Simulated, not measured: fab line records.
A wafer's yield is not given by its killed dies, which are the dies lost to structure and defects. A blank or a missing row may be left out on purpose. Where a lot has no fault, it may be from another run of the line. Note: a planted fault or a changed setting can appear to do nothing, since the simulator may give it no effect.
Which tool is to blame? -- flow sky130 -- Sampling: 24 lots, 72 wafers, 3 of 708 route steps

== WHAT THE GAUGES READ, wafer by wafer ==
SKY_LDD_HVP_TW_MEAS_10. Usual: LDD_HVP_TW gives 454.7 (standard deviation 2.5).
lot,measured,on,LDD_HVP_TW,flag
L074,day 21 09:43,film-metro-01,457.9 458.2 458.7,
L075,day 21 20:33,film-metro-03,455.2 453.1 454.0,
L076,day 22 06:46,film-metro-02,451.3 449.9 452.0,
L077,day 22 22:17,film-metro-03,454.0 452.4 453.3,
L078,day 23 09:58,film-metro-02,452.6 455.1 452.6,
L079,day 23 15:07,film-metro-02,454.1 454.3 455.9,
L080,day 24 00:38,film-metro-03,455.8 456.0 454.2,
L081,day 24 11:07,film-metro-02,449.7 451.5 451.5,
L082,day 24 18:12,film-metro-02,448.5 451.4 449.3,
L084,day 25 05:59,film-metro-03,454.9 455.1 456.2,
L083,day 25 07:12,film-metro-03,455.0 456.5 457.8,
L085,day 25 16:34,film-metro-02,452.3 451.5 453.4,
L086,day 26 14:53,film-metro-02,454.6 453.3 454.3,
L087,day 26 18:04,film-metro-01,459.7 458.9 458.2,
L089,day 27 05:42,film-metro-02,454.1 455.1 453.3,
L088,day 27 06:40,film-metro-03,455.0 455.2 454.0,
L090,day 27 11:31,film-metro-02,452.7 452.9 453.6,
L091,day 27 15:51,film-metro-03,459.4 455.3 454.8,
L092,day 28 07:04,film-metro-01,456.1 454.0 456.1,
L093,day 28 07:55,film-metro-01,459.3 459.0 460.4,
L094,day 28 22:05,film-metro-02,454.0 457.2 453.7,
L095,day 28 23:25,film-metro-03,455.0 456.2 455.6,
L096,day 29 10:52,film-metro-03,455.5 455.1 456.3,
L097,day 29 13:09,film-metro-03,456.9 457.3 456.0,

SKY_POLY_CUT_CD_MEAS_08: the cd target is 270 nm. Usual: cd-nm 270.3 nm, standard deviation 1.2.
lot,measured,on,cd-nm (nm),flag
L074,day 24 01:29,cd-sem-01,268.5 269.2 267.9,
L075,day 24 11:01,cd-sem-01,270.9 271.8 270.8,
L076,day 24 20:07,cd-sem-02,270.3 270.4 270.2,
L077,day 25 12:26,cd-sem-01,270.2 271.4 271.6,
L078,day 25 23:58,cd-sem-02,269.8 271.0 269.3,
L079,day 26 04:22,cd-sem-01,271.9 272.2 271.2,
L080,day 26 13:16,cd-sem-02,271.7 270.7 272.3,
L081,day 26 23:28,cd-sem-02,270.0 272.2 271.1,
L082,day 27 07:26,cd-sem-01,270.7 269.7 270.8,
L084,day 27 21:20,cd-sem-02,271.4 272.1 270.6,
L083,day 27 20:58,cd-sem-01,268.8 267.8 268.1,
L085,day 28 05:22,cd-sem-01,268.2 269.2 269.6,
L086,day 29 02:32,cd-sem-02,270.8 271.4 271.8,
L087,day 29 06:29,cd-sem-01,269.0 271.8 270.2,
L089,day 29 17:46,cd-sem-02,268.0 269.2 268.4,
L088,day 29 19:19,cd-sem-02,268.9 269.6 269.2,
L090,day 29 23:26,cd-sem-02,268.5 270.5 269.5,
L091,day 30 03:49,cd-sem-02,268.5 269.2 270.6,
L092,day 30 18:11,cd-sem-01,271.6 271.0 270.1,
L093,day 30 20:02,cd-sem-01,272.0 271.0 271.9,
L094,day 31 09:52,cd-sem-02,270.4 268.4 270.4,
L095,day 31 12:50,cd-sem-01,271.4 271.3 271.5,
L096,day 31 20:11,cd-sem-01,269.1 267.9 268.0,
L097,day 31 22:13,cd-sem-02,270.6 270.4 270.1,

SKY_VIA1_BOW_MEAS_03. Usual: VIA1_BOW gives 79 um (standard deviation 7).
lot,measured,on,VIA1_BOW (um),flag
L074,day 32 19:01,film-metro-04,83 79 83,
L075,day 33 02:37,film-metro-03,84 82 85,
L076,day 33 12:09,film-metro-03,88 83 80,
L077,day 34 00:27,film-metro-03,69 77 69,
L078,day 34 14:46,film-metro-03,83 84 70,
L079,day 34 16:09,film-metro-03,80 80 63,
L080,day 35 00:00,film-metro-03,78 85 80,
L081,day 35 07:29,film-metro-01,80 77 85,
L082,day 35 15:04,film-metro-03,83 74 78,
L084,day 36 05:54,film-metro-03,69 74 72,
L083,day 36 05:22,film-metro-03,79 72 79,
L085,day 36 14:46,film-metro-01,71 75 78,
L086,day 37 06:41,film-metro-03,64 76 80,
L087,day 37 11:57,film-metro-01,79 75 69,
L089,day 37 19:54,film-metro-03,62 57 73,
L088,day 38 00:00,film-metro-01,86 69 77,
L090,day 38 00:52,film-metro-04,91 91 83,
L091,day 38 05:25,film-metro-01,65 77 83,
L092,day 38 20:40,film-metro-03,84 82 86,
L093,day 38 23:13,film-metro-01,80 89 73,
L094,day 39 11:35,film-metro-03,85 80 74,
L095,day 39 14:50,film-metro-04,83 82 78,
L096,day 39 20:05,film-metro-03,80 97 71,
L097,day 39 22:33,film-metro-04,82 90 82,

== TOOL THAT RAN EACH LOT (tool first, then ch and the chambers of the sampled wafers, then the start) ==
There is no process step in the record ahead of these readings.

== AS READ BY THE TOOLS THEMSELVES (means over the sampled wafers that have a number; for cases with no such wafer, the mark the record gives instead) ==
The record holds no such reading with a usual standard deviation.

== THE ANSWER, worked out from the rows above alone ==
Rule: a lot is off if the mean of its wafers that have a number lies more than 3 standard deviations from the usual mean. A lot without any number at a reading at which 4 lots or more have one is off too. Any other lot the step has rows for is counted as sound. The gauges are gone through in route order, then the tools' own readings, and for those a lot's mean is taken as printed above. The first step at which some lot is off is used, and at that step the reading that is off furthest; a lot without a number counts as furthest.
No lot is off on any of the readings shown, so nothing can be concluded from this.

== WHAT THE SIMULATOR PUT IN ==
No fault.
